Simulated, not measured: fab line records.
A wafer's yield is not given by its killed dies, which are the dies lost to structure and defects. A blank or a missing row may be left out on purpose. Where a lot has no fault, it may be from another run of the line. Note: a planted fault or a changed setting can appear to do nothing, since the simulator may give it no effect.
fab line records :: flow sfq-line
record
  lots=7
  wafers=21
  last-day=90
route steps=325 shown I7@303 M8@311
lots untouched by any fault: they come from a run of this same line in which no faults occurred
start-h: hours from the record's first day to the start of the lot's first wafer shown :: wait-h: hours since the lot's step before :: " the same as in the row above :: L1.1+2: a single row standing in for several wafers :: - no value, or no start given :: * or withheld: withheld :: < > ~ a bound
route shown NAME@n: names a module that has steps shown in the file, with the first one's number in the route :: usual: mean and standard deviation over wafers with no fault :: same: alike in all rows :: chamber/n: place in a boat :: sites: readings site by site :: _std_site: how widely they spread, as a standard deviation :: _edge_site: inner sites' mean taken away from outer sites' mean :: radius-mm: for every site, how far away it sits from the centre of the wafer :: mask NAME#n: copy n :: behind: tool/chamber where the wafer was last shaped :: hold: the reason the lot was held/the length of the hold in hours/how it ended :: device: the n, p or np transistor that did not switch :: end of line: the same wafers' tests at the end of the route :: where a step has no rows: the recipe by itself :: killed: count of dies lost to structure and defects at first sort (not the wafer's yield) :: map: a wafer's dies, x killed, . not, _ none there
set.NAME: the run value of the setting; set.NAME@STEP: its run value at that earlier step :: model.NAME: the simulator's own value behind a step, which no gauge read
lots at some steps of the route; a table a step, a row a wafer
services: when a tool's chamber went out of use (start-h, in hours from the record's first day, below 0 if earlier), for how many hours, and the reason
## steps
# step SFQ_TRILAYER_I7_VIA_LITHO_EXPOSE_188
# recipe
  mask-id=I7
  na=0.6
  source-shape=conventional
  sigma-outer=0.65
  target-cd-nm=1000
  dose-mj=21.3
# step SFQ_TRILAYER_I7_VIA_LITHO_PEB_190
# recipe
  peb-temp-c=115
  peb-time-s=60
  resist=KrF
# step SFQ_TRILAYER_I7_VIA_LITHO_DEVELOP_189
# recipe
  time-s=60
  resist=KrF
# step SFQ_I7_OVL_MEAS_947
# usual
  I7_OVL=-3/5.9
lot.wafer: L578.2
tool: overlay-02
chamber: -
start-h: 1975.54
wait-h: 0.1
I7_OVL[nm]: 3

lot.wafer: L578.5
tool: overlay-02
chamber: -
start-h: 1975.54
wait-h: 0.1
I7_OVL[nm]: 0

lot.wafer: L578.6
tool: overlay-02
chamber: -
start-h: 1975.54
wait-h: 0.1
I7_OVL[nm]: 2

lot.wafer: L582.2
tool: overlay-02
chamber: -
start-h: 2051.76
wait-h: 0.1
I7_OVL[nm]: -5

lot.wafer: L582.5
tool: overlay-02
chamber: -
start-h: 2051.76
wait-h: 0.1
I7_OVL[nm]: -5

lot.wafer: L582.6
tool: overlay-02
chamber: -
start-h: 2051.76
wait-h: 0.1
I7_OVL[nm]: -4

lot.wafer: L583.2
tool: overlay-02
chamber: -
start-h: 2055.36
wait-h: 0.1
I7_OVL[nm]: 0

lot.wafer: L583.5
tool: overlay-02
chamber: -
start-h: 2055.36
wait-h: 0.1
I7_OVL[nm]: -3

lot.wafer: L583.6
tool: overlay-02
chamber: -
start-h: 2055.36
wait-h: 0.1
I7_OVL[nm]: -4

lot.wafer: L584.3
tool: overlay-02
chamber: -
start-h: 2056.57
wait-h: 0.1
I7_OVL[nm]: -2

lot.wafer: L584.4
tool: overlay-02
chamber: -
start-h: 2056.57
wait-h: 0.1
I7_OVL[nm]: -1

lot.wafer: L584.6
tool: overlay-02
chamber: -
start-h: 2056.57
wait-h: 0.1
I7_OVL[nm]: 2

lot.wafer: L585.2
tool: overlay-01
chamber: -
start-h: 2061.36
wait-h: 0.1
I7_OVL[nm]: -3

lot.wafer: L585.3
tool: overlay-01
chamber: -
start-h: 2061.36
wait-h: 0.1
I7_OVL[nm]: -1

lot.wafer: L585.6
tool: overlay-01
chamber: -
start-h: 2061.36
wait-h: 0.1
I7_OVL[nm]: -2

lot.wafer: L591.2
tool: overlay-02
chamber: -
start-h: 2075.56
wait-h: 0.1
I7_OVL[nm]: 0

lot.wafer: L591.5
tool: overlay-02
chamber: -
start-h: 2075.56
wait-h: 0.1
I7_OVL[nm]: 3

lot.wafer: L591.6
tool: overlay-02
chamber: -
start-h: 2075.56
wait-h: 0.1
I7_OVL[nm]: 8

lot.wafer: L592.1
tool: overlay-02
chamber: -
start-h: 2079.16
wait-h: 0.1
I7_OVL[nm]: 4

lot.wafer: L592.4
tool: overlay-02
chamber: -
start-h: 2079.16
wait-h: 0.1
I7_OVL[nm]: -1

lot.wafer: L592.6
tool: overlay-02
chamber: -
start-h: 2079.16
wait-h: 0.1
I7_OVL[nm]: -5
# step SFQ_TRILAYER_I7_VIA_BARC_OPEN_VIA_ETCH_260
# recipe
  mask-material=PR
  chemistry=O2
  target-depth-nm=125
  target=BARC
  source-w=500
  bias-w=80
  pressure-mtorr=30
  time-s=41.7
# usual
  drypump-motor-current-A=5.8/0.52
  oes-product-au=0.686/0.0044
# same
  time-s=41.7
lot.wafer: L578.2
tool: rie-diel-02
chamber: 3
start-h: 1975.57
wait-h: 0.0
drypump-motor-current-A: 6.1
oes-product-au: 0.695
rf-hours-counter-h: 3

lot.wafer: L578.5
tool: rie-diel-02
chamber: 2
start-h: 1975.57
wait-h: 0.0
drypump-motor-current-A: 5.7
oes-product-au: 0.688
rf-hours-counter-h: -

lot.wafer: L578.6
tool: rie-diel-02
chamber: 1
start-h: 1975.57
wait-h: 0.0
drypump-motor-current-A: 5.8
oes-product-au: 0.687
rf-hours-counter-h: -

lot.wafer: L582.2
tool: rie-diel-03
chamber: 3
start-h: 2051.79
wait-h: 0.0
drypump-motor-current-A: 4.9
oes-product-au: 0.687
rf-hours-counter-h: 10

lot.wafer: L582.5
tool: rie-diel-03
chamber: 1
start-h: 2051.79
wait-h: 0.0
drypump-motor-current-A: 5.7
oes-product-au: 0.690
rf-hours-counter-h: -

lot.wafer: L582.6
tool: rie-diel-03
chamber: 0
start-h: 2051.79
wait-h: 0.0
drypump-motor-current-A: 5.7
oes-product-au: 0.694
rf-hours-counter-h: -

lot.wafer: L583.2
tool: rie-diel-03
chamber: 0
start-h: 2055.39
wait-h: 0.0
drypump-motor-current-A: 5.7
oes-product-au: 0.689
rf-hours-counter-h: 1

lot.wafer: L583.5
tool: rie-diel-03
chamber: 0
start-h: 2055.39
wait-h: 0.0
drypump-motor-current-A: 5.7
oes-product-au: 0.689
rf-hours-counter-h: -

lot.wafer: L583.6
tool: rie-diel-03
chamber: 1
start-h: 2055.39
wait-h: 0.0
drypump-motor-current-A: 5.7
oes-product-au: 0.683
rf-hours-counter-h: -

lot.wafer: L584.3
tool: rie-diel-02
chamber: 1
start-h: 2056.61
wait-h: 0.0
drypump-motor-current-A: 5.8
oes-product-au: 0.682
rf-hours-counter-h: -

lot.wafer: L584.4
tool: rie-diel-02
chamber: 0
start-h: 2056.61
wait-h: 0.0
drypump-motor-current-A: 6.2
oes-product-au: 0.687
rf-hours-counter-h: -

lot.wafer: L584.6
tool: rie-diel-02
chamber: 1
start-h: 2056.61
wait-h: 0.0
drypump-motor-current-A: 5.8
oes-product-au: 0.687
rf-hours-counter-h: -

lot.wafer: L585.2
tool: rie-diel-02
chamber: 1
start-h: 2061.39
wait-h: 0.0
drypump-motor-current-A: 5.8
oes-product-au: 0.683
rf-hours-counter-h: 4

lot.wafer: L585.3
tool: rie-diel-02
chamber: 2
start-h: 2061.39
wait-h: 0.0
drypump-motor-current-A: 5.6
oes-product-au: 0.679
rf-hours-counter-h: 18

lot.wafer: L585.6
tool: rie-diel-02
chamber: 1
start-h: 2061.39
wait-h: 0.0
drypump-motor-current-A: 5.8
oes-product-au: 0.685
rf-hours-counter-h: -

lot.wafer: L591.2
tool: rie-diel-01
chamber: 3
start-h: 2075.59
wait-h: 0.0
drypump-motor-current-A: 6.6
oes-product-au: 0.694
rf-hours-counter-h: 19

lot.wafer: L591.5
tool: rie-diel-01
chamber: 0
start-h: 2075.59
wait-h: 0.0
drypump-motor-current-A: 5.8
oes-product-au: 0.686
rf-hours-counter-h: -

lot.wafer: L591.6
tool: rie-diel-01
chamber: 3
start-h: 2075.59
wait-h: 0.0
drypump-motor-current-A: 6.6
oes-product-au: 0.685
rf-hours-counter-h: -

lot.wafer: L592.1
tool: rie-diel-01
chamber: 1
start-h: 2079.19
wait-h: 0.0
drypump-motor-current-A: 6.2
oes-product-au: 0.684
rf-hours-counter-h: 3

lot.wafer: L592.4
tool: rie-diel-01
chamber: 2
start-h: 2079.19
wait-h: 0.0
drypump-motor-current-A: 5.1
oes-product-au: 0.691
rf-hours-counter-h: 9

lot.wafer: L592.6
tool: rie-diel-01
chamber: 1
start-h: 2079.19
wait-h: 0.0
drypump-motor-current-A: 6.2
oes-product-au: 0.690
rf-hours-counter-h: -
# step SFQ_TRILAYER_I7_VIA_ETCH_VIA_ETCH_190
# recipe
  target=SiO2
  stop-on=Nb
  mask-material=PR
  taper-deg=20
  chemistry=CHF3
  target-depth-nm=260
  source-w=500
  bias-w=80
  pressure-mtorr=30
  time-s=withheld
# usual
  drypump-motor-current-A=5.8/0.52
  oes-product-au=0.854/0.0051
lot.wafer: L578.2
tool: rie-diel-02
chamber: 3
start-h: 1975.61
wait-h: 0.0
drypump-motor-current-A: 6.1
oes-product-au: 0.848

lot.wafer: L578.5
tool: rie-diel-02
chamber: 2
start-h: 1975.61
wait-h: 0.0
drypump-motor-current-A: 5.6
oes-product-au: 0.859

lot.wafer: L578.6
tool: rie-diel-02
chamber: 1
start-h: 1975.61
wait-h: 0.0
drypump-motor-current-A: 5.8
oes-product-au: 0.849

lot.wafer: L582.2
tool: rie-diel-03
chamber: 3
start-h: 2051.83
wait-h: 0.0
drypump-motor-current-A: 4.9
oes-product-au: 0.859

lot.wafer: L582.5
tool: rie-diel-03
chamber: 1
start-h: 2051.83
wait-h: 0.0
drypump-motor-current-A: 5.7
oes-product-au: 0.850

lot.wafer: L582.6
tool: rie-diel-03
chamber: 0
start-h: 2051.83
wait-h: 0.0
drypump-motor-current-A: 5.7
oes-product-au: 0.845

lot.wafer: L583.2
tool: rie-diel-03
chamber: 0
start-h: 2055.43
wait-h: 0.0
drypump-motor-current-A: 5.7
oes-product-au: 0.853

lot.wafer: L583.5
tool: rie-diel-03
chamber: 0
start-h: 2055.43
wait-h: 0.0
drypump-motor-current-A: 5.7
oes-product-au: 0.848

lot.wafer: L583.6
tool: rie-diel-03
chamber: 1
start-h: 2055.43
wait-h: 0.0
drypump-motor-current-A: 5.7
oes-product-au: 0.863

lot.wafer: L584.3
tool: rie-diel-02
chamber: 1
start-h: 2056.71
wait-h: 0.1
drypump-motor-current-A: 5.8
oes-product-au: 0.855

lot.wafer: L584.4
tool: rie-diel-02
chamber: 0
start-h: 2056.71
wait-h: 0.1
drypump-motor-current-A: 6.2
oes-product-au: 0.853

lot.wafer: L584.6
tool: rie-diel-02
chamber: 1
start-h: 2056.71
wait-h: 0.1
drypump-motor-current-A: 5.8
oes-product-au: 0.862

lot.wafer: L585.2
tool: rie-diel-02
chamber: 1
start-h: 2061.43
wait-h: 0.0
drypump-motor-current-A: 5.8
oes-product-au: 0.847

lot.wafer: L585.3
tool: rie-diel-02
chamber: 2
start-h: 2061.43
wait-h: 0.0
drypump-motor-current-A: 5.6
oes-product-au: 0.863

lot.wafer: L585.6
tool: rie-diel-02
chamber: 1
start-h: 2061.43
wait-h: 0.0
drypump-motor-current-A: 5.8
oes-product-au: 0.857

lot.wafer: L591.2
tool: rie-diel-01
chamber: 3
start-h: 2075.63
wait-h: 0.0
drypump-motor-current-A: 6.6
oes-product-au: 0.850

lot.wafer: L591.5
tool: rie-diel-01
chamber: 0
start-h: 2075.63
wait-h: 0.0
drypump-motor-current-A: 5.8
oes-product-au: 0.859

lot.wafer: L591.6
tool: rie-diel-01
chamber: 3
start-h: 2075.63
wait-h: 0.0
drypump-motor-current-A: 6.6
oes-product-au: 0.861

lot.wafer: L592.1
tool: rie-diel-01
chamber: 1
start-h: 2079.23
wait-h: 0.0
drypump-motor-current-A: 6.2
oes-product-au: 0.862

lot.wafer: L592.4
tool: rie-diel-01
chamber: 2
start-h: 2079.23
wait-h: 0.0
drypump-motor-current-A: 5.1
oes-product-au: 0.860

lot.wafer: L592.6
tool: rie-diel-01
chamber: 1
start-h: 2079.23
wait-h: 0.0
drypump-motor-current-A: 6.2
oes-product-au: 0.857
# step SFQ_TRILAYER_I7_VIA_STRIP_STRIP_191
# recipe
  gas=O2
  power-w=200
  platen-temp-c=40
  overash-fraction=0.65
  chemistry=O2
  pressure-mtorr=50
# usual
  drypump-motor-current-A=5.9/0.31
  he-backside-leak-sccm=3.44/0.23
  oes-product-au=0.997/0.0061
lot.wafer: L578.2
tool: rie-metal-03
chamber: 0
start-h: 1975.72
wait-h: -
drypump-motor-current-A: 5.4
he-backside-leak-sccm: 2.88
oes-product-au: 1.006
rf-hours-counter-h: 35

lot.wafer: L578.5
tool: rie-metal-03
chamber: 0
start-h: 1975.72
wait-h: -
drypump-motor-current-A: 5.4
he-backside-leak-sccm: 3.13
oes-product-au: 0.999
rf-hours-counter-h: -

lot.wafer: L578.6
tool: rie-metal-03
chamber: 1
start-h: 1975.72
wait-h: -
drypump-motor-current-A: 6.3
he-backside-leak-sccm: 3.48
oes-product-au: 0.994
rf-hours-counter-h: -

lot.wafer: L582.2
tool: rie-metal-04
chamber: 0
start-h: 2051.95
wait-h: -
drypump-motor-current-A: 5.7
he-backside-leak-sccm: 3.54
oes-product-au: 1.003
rf-hours-counter-h: 94

lot.wafer: L582.5
tool: rie-metal-04
chamber: 1
start-h: 2051.95
wait-h: -
drypump-motor-current-A: 6.3
he-backside-leak-sccm: 3.56
oes-product-au: 1.000
rf-hours-counter-h: -

lot.wafer: L582.6
tool: rie-metal-04
chamber: 0
start-h: 2051.95
wait-h: -
drypump-motor-current-A: 5.6
he-backside-leak-sccm: 3.73
oes-product-au: 0.999
rf-hours-counter-h: -

lot.wafer: L583.2
tool: rie-metal-03
chamber: 1
start-h: 2055.55
wait-h: -
drypump-motor-current-A: 6.3
he-backside-leak-sccm: 3.02
oes-product-au: 0.998
rf-hours-counter-h: 6

lot.wafer: L583.5
tool: rie-metal-03
chamber: 0
start-h: 2055.55
wait-h: -
drypump-motor-current-A: 5.5
he-backside-leak-sccm: 3.46
oes-product-au: 0.996
rf-hours-counter-h: -

lot.wafer: L583.6
tool: rie-metal-03
chamber: 1
start-h: 2055.55
wait-h: -
drypump-motor-current-A: 6.3
he-backside-leak-sccm: 3.11
oes-product-au: 1.002
rf-hours-counter-h: -

lot.wafer: L584.3
tool: rie-metal-01
chamber: 1
start-h: 2057.22
wait-h: -
drypump-motor-current-A: 5.9
he-backside-leak-sccm: 3.27
oes-product-au: 1.001
rf-hours-counter-h: -

lot.wafer: L584.4
tool: rie-metal-01
chamber: 1
start-h: 2057.22
wait-h: -
drypump-motor-current-A: 5.9
he-backside-leak-sccm: 3.32
oes-product-au: 1.002
rf-hours-counter-h: -

lot.wafer: L584.6
tool: rie-metal-01
chamber: 1
start-h: 2057.22
wait-h: -
drypump-motor-current-A: 5.9
he-backside-leak-sccm: 3.49
oes-product-au: 0.999
rf-hours-counter-h: -

lot.wafer: L585.2
tool: rie-metal-04
chamber: 0
start-h: 2061.55
wait-h: -
drypump-motor-current-A: 5.6
he-backside-leak-sccm: 3.49
oes-product-au: 1.000
rf-hours-counter-h: 96

lot.wafer: L585.3
tool: rie-metal-04
chamber: 1
start-h: 2061.55
wait-h: -
drypump-motor-current-A: 6.2
he-backside-leak-sccm: 3.55
oes-product-au: 1.007
rf-hours-counter-h: -

lot.wafer: L585.6
tool: rie-metal-04
chamber: 0
start-h: 2061.55
wait-h: -
drypump-motor-current-A: 5.7
he-backside-leak-sccm: 3.53
oes-product-au: 0.997
rf-hours-counter-h: -

lot.wafer: L591.2
tool: rie-metal-03
chamber: 1
start-h: 2075.75
wait-h: -
drypump-motor-current-A: 6.3
he-backside-leak-sccm: 3.07
oes-product-au: 1.004
rf-hours-counter-h: 9

lot.wafer: L591.5
tool: rie-metal-03
chamber: 1
start-h: 2075.75
wait-h: -
drypump-motor-current-A: 6.3
he-backside-leak-sccm: 3.37
oes-product-au: 0.989
rf-hours-counter-h: -

lot.wafer: L591.6
tool: rie-metal-03
chamber: 0
start-h: 2075.75
wait-h: -
drypump-motor-current-A: 5.5
he-backside-leak-sccm: 3.12
oes-product-au: 0.993
rf-hours-counter-h: -

lot.wafer: L592.1
tool: rie-metal-01
chamber: 0
start-h: 2079.35
wait-h: -
drypump-motor-current-A: 5.8
he-backside-leak-sccm: 3.23
oes-product-au: 0.999
rf-hours-counter-h: 2

lot.wafer: L592.4
tool: rie-metal-01
chamber: 0
start-h: 2079.35
wait-h: -
drypump-motor-current-A: 5.7
he-backside-leak-sccm: 3.70
oes-product-au: 1.003
rf-hours-counter-h: -

lot.wafer: L592.6
tool: rie-metal-01
chamber: 0
start-h: 2079.35
wait-h: -
drypump-motor-current-A: 5.8
he-backside-leak-sccm: 3.48
oes-product-au: 1.003
rf-hours-counter-h: -
# step SFQ_TRILAYER_I7_VIA_STRIP_SOLV_CLEAN_192
# recipe
  chemistry=NMP
  temp-c=70
  time-s=600
# step SFQ_TRILAYER_M8_LITHO_LOR_COAT_197
# recipe
  resist=lift-off
  spin-rpm=3000
# step SFQ_TRILAYER_M8_LITHO_LOR_BAKE_198
# recipe
  resist=lift-off
  temp-c=withheld
  time-s=withheld
# step SFQ_TRILAYER_M8_LITHO_COAT_193
# recipe
  resist=KrF
  spin-rpm=3000
  resist-thk-nm=600
# step SFQ_TRILAYER_M8_LITHO_SOFTBAKE_199
# recipe
  temp-c=withheld
  time-s=withheld
  resist=KrF
# step SFQ_TRILAYER_M8_LITHO_EXPOSE_194
# recipe
  mask-id=M8
  na=0.6
  source-shape=conventional
  sigma-outer=0.65
  target-cd-nm=2000
  dose-mj=14.4
lot.wafer: L578.2+5+6
tool: krf-scanner-01
chamber: 0
start-h: 2052.86
wait-h: -
mask: M8#0
model.M8.overlay-x-nm: -4.103

lot.wafer: L582.2+5+6
tool: krf-scanner-02
chamber: 0
start-h: 2123.24
wait-h: -
mask: M8#0
model.M8.overlay-x-nm: 3.761

lot.wafer: L583.2+5+6
tool: krf-scanner-02
chamber: 0
start-h: 2129.24
wait-h: -
mask: M8#0
model.M8.overlay-x-nm: 258.7

lot.wafer: L584.3+4+6
tool: krf-scanner-02
chamber: 0
start-h: 2131.84
wait-h: -
mask: M8#0
model.M8.overlay-x-nm: 269.6

lot.wafer: L585.2+3+6
tool: krf-scanner-02
chamber: 0
start-h: 2134.04
wait-h: -
mask: M8#0
model.M8.overlay-x-nm: 264

lot.wafer: L591.2+5+6
tool: krf-scanner-01
chamber: 0
start-h: 2156.97
wait-h: -
mask: M8#0
model.M8.overlay-x-nm: 7.836

lot.wafer: L592.1+4+6
tool: krf-scanner-01
chamber: 0
start-h: 2162.77
wait-h: -
mask: M8#0
model.M8.overlay-x-nm: -2.807
# step SFQ_TRILAYER_M8_LITHO_PEB_196
# recipe
  peb-temp-c=115
  peb-time-s=60
  resist=KrF
# step SFQ_TRILAYER_M8_LITHO_DEVELOP_195
# recipe
  img-clear-s=15
  time-s=55
  resist=KrF
# step SFQ_M8_OVL_MEAS_948
# usual
  M8_OVL=2/5.3
lot.wafer: L578.2
tool: overlay-02
chamber: -
start-h: 2054.15
wait-h: 0.1
hold: -
M8_OVL[nm]: -3

lot.wafer: L578.5
tool: overlay-02
chamber: -
start-h: 2054.15
wait-h: 0.1
hold: -
M8_OVL[nm]: -6

lot.wafer: L578.6
tool: overlay-02
chamber: -
start-h: 2054.15
wait-h: 0.1
hold: -
M8_OVL[nm]: -6

lot.wafer: L582.2
tool: overlay-02
chamber: -
start-h: 2124.54
wait-h: 0.1
hold: -
M8_OVL[nm]: -1

lot.wafer: L582.5
tool: overlay-02
chamber: -
start-h: 2124.54
wait-h: 0.1
hold: -
M8_OVL[nm]: -3

lot.wafer: L582.6
tool: overlay-02
chamber: -
start-h: 2124.54
wait-h: 0.1
hold: -
M8_OVL[nm]: -5

lot.wafer: L583.2
tool: overlay-01
chamber: -
start-h: 2130.54
wait-h: 0.1
hold: await-dispo/0.2h/release
M8_OVL[nm]: 257

lot.wafer: L583.5
tool: overlay-01
chamber: -
start-h: 2130.54
wait-h: 0.1
hold: await-dispo/0.2h/release
M8_OVL[nm]: 263

lot.wafer: L583.6
tool: overlay-01
chamber: -
start-h: 2130.54
wait-h: 0.1
hold: await-dispo/0.2h/release
M8_OVL[nm]: 255

lot.wafer: L583.2
tool: overlay-01
chamber: -
start-h: 2130.74
wait-h: 0.2
hold: -
M8_OVL[nm]: 258

lot.wafer: L583.5
tool: overlay-01
chamber: -
start-h: 2130.74
wait-h: 0.2
hold: -
M8_OVL[nm]: 265

lot.wafer: L583.6
tool: overlay-01
chamber: -
start-h: 2130.74
wait-h: 0.2
hold: -
M8_OVL[nm]: 255

lot.wafer: L584.3
tool: overlay-02
chamber: -
start-h: 2132.95
wait-h: 0.1
hold: await-dispo/0.2h/release
M8_OVL[nm]: 263

lot.wafer: L584.4
tool: overlay-02
chamber: -
start-h: 2132.95
wait-h: 0.1
hold: await-dispo/0.2h/release
M8_OVL[nm]: 266

lot.wafer: L584.6
tool: overlay-02
chamber: -
start-h: 2132.95
wait-h: 0.1
hold: await-dispo/0.2h/release
M8_OVL[nm]: 265

lot.wafer: L584.3
tool: overlay-02
chamber: -
start-h: 2133.15
wait-h: 0.2
hold: -
M8_OVL[nm]: 264

lot.wafer: L584.4
tool: overlay-02
chamber: -
start-h: 2133.15
wait-h: 0.2
hold: -
M8_OVL[nm]: 269

lot.wafer: L584.6
tool: overlay-02
chamber: -
start-h: 2133.15
wait-h: 0.2
hold: -
M8_OVL[nm]: 268

lot.wafer: L585.2
tool: overlay-02
chamber: -
start-h: 2135.34
wait-h: 0.1
hold: await-dispo/0.2h/release
M8_OVL[nm]: 267

lot.wafer: L585.3
tool: overlay-02
chamber: -
start-h: 2135.34
wait-h: 0.1
hold: await-dispo/0.2h/release
M8_OVL[nm]: 267

lot.wafer: L585.6
tool: overlay-02
chamber: -
start-h: 2135.34
wait-h: 0.1
hold: await-dispo/0.2h/release
M8_OVL[nm]: 261

lot.wafer: L585.2
tool: overlay-02
chamber: -
start-h: 2135.54
wait-h: 0.2
hold: -
M8_OVL[nm]: 268

lot.wafer: L585.3
tool: overlay-02
chamber: -
start-h: 2135.54
wait-h: 0.2
hold: -
M8_OVL[nm]: 269

lot.wafer: L585.6
tool: overlay-02
chamber: -
start-h: 2135.54
wait-h: 0.2
hold: -
M8_OVL[nm]: 261

lot.wafer: L591.2
tool: overlay-02
chamber: -
start-h: 2158.26
wait-h: 0.1
hold: -
M8_OVL[nm]: 9

lot.wafer: L591.5
tool: overlay-02
chamber: -
start-h: 2158.26
wait-h: 0.1
hold: -
M8_OVL[nm]: 7

lot.wafer: L591.6
tool: overlay-02
chamber: -
start-h: 2158.26
wait-h: 0.1
hold: -
M8_OVL[nm]: 10

lot.wafer: L592.1
tool: overlay-01
chamber: -
start-h: 2164.26
wait-h: 0.1
hold: -
M8_OVL[nm]: 3

lot.wafer: L592.4
tool: overlay-01
chamber: -
start-h: 2164.26
wait-h: 0.1
hold: -
M8_OVL[nm]: 4

lot.wafer: L592.6
tool: overlay-01
chamber: -
start-h: 2164.26
wait-h: 0.1
hold: -
M8_OVL[nm]: 2
## services
tool: krf-scanner-01
chamber: -
start-h: 1951.68
hours: 0.8
kind: pm

tool: krf-scanner-02
chamber: -
start-h: 1956.63
hours: 2.2
kind: repair

tool: krf-scanner-02
chamber: -
start-h: 1973.21
hours: 4.0
kind: pm

tool: rie-diel-03
chamber: 1
start-h: 1973.38
hours: 7.2
kind: repair

tool: rie-diel-01
chamber: 1
start-h: 1990.90
hours: 10.2
kind: repair

tool: rie-diel-01
chamber: -
start-h: 1992.24
hours: 0.4
kind: repair

tool: rie-diel-02
chamber: -
start-h: 2006.42
hours: 3.7
kind: repair

tool: rie-diel-02
chamber: 2
start-h: 2009.38
hours: 49.2
kind: repair

tool: rie-diel-01
chamber: -
start-h: 2025.61
hours: 2.8
kind: pm

tool: krf-scanner-02
chamber: -
start-h: 2032.44
hours: 1.3
kind: pm

tool: rie-diel-02
chamber: 0
start-h: 2038.00
hours: 2.6
kind: repair

tool: krf-scanner-02
chamber: -
start-h: 2048.14
hours: 1.0
kind: pm

tool: rie-diel-02
chamber: 3
start-h: 2049.69
hours: 65.3
kind: repair

tool: krf-scanner-02
chamber: -
start-h: 2057.54
hours: 0.8
kind: pm

tool: krf-scanner-02
chamber: -
start-h: 2059.49
hours: 3.6
kind: pm

tool: krf-scanner-01
chamber: -
start-h: 2068.26
hours: 1.0
kind: pm

tool: rie-diel-02
chamber: 1
start-h: 2083.00
hours: 5.1
kind: repair

tool: krf-scanner-01
chamber: -
start-h: 2091.59
hours: 1.3
kind: pm

tool: rie-diel-02
chamber: -
start-h: 2100.35
hours: 1.3
kind: repair

tool: rie-diel-03
chamber: -
start-h: 2111.23
hours: 15.6
kind: pm

tool: krf-scanner-02
chamber: -
start-h: 2136.24
hours: 7.2
kind: pm

tool: rie-diel-01
chamber: 0
start-h: 2152.48
hours: 11.7
kind: repair

tool: rie-diel-01
chamber: 2
start-h: 2155.01
hours: 4.0
kind: repair

tool: rie-diel-03
chamber: 2
start-h: 2160.53
hours: 13.4
kind: repair
## key
first-sign
  step=SFQ_M8_OVL_MEAS_948
  reading=visit
  direction=added
effect
  step=SFQ_M8_OVL_MEAS_948
  reading=M8_OVL
  direction=up
  sigmas=49
  usual=2
  struck=263
model-effect
  step=SFQ_TRILAYER_M8_LITHO_EXPOSE_194
  value=M8.overlay-x-nm
  without=2.768
  struck=264.1
met-at SFQ_TRILAYER_M8_LITHO_EXPOSE_194
struck-wafers L583.2,L583.5,L583.6,L584.3,L584.4,L584.6,L585.2,L585.3,L585.6
scrapped-behind SFQ_M8_OVL_MEAS_948 L583.2,L583.5,L583.6,L584.3,L584.4,L584.6,L585.2,L585.3,L585.6
onset-between 2123.24 2129.24
fault
  kind=scanner-matching-overlay
  tool=krf-scanner-02
  chamber=-
  onset-h=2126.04
  steps=SFQ_TRILAYER_M8_LITHO_EXPOSE_194
  offset=261.32
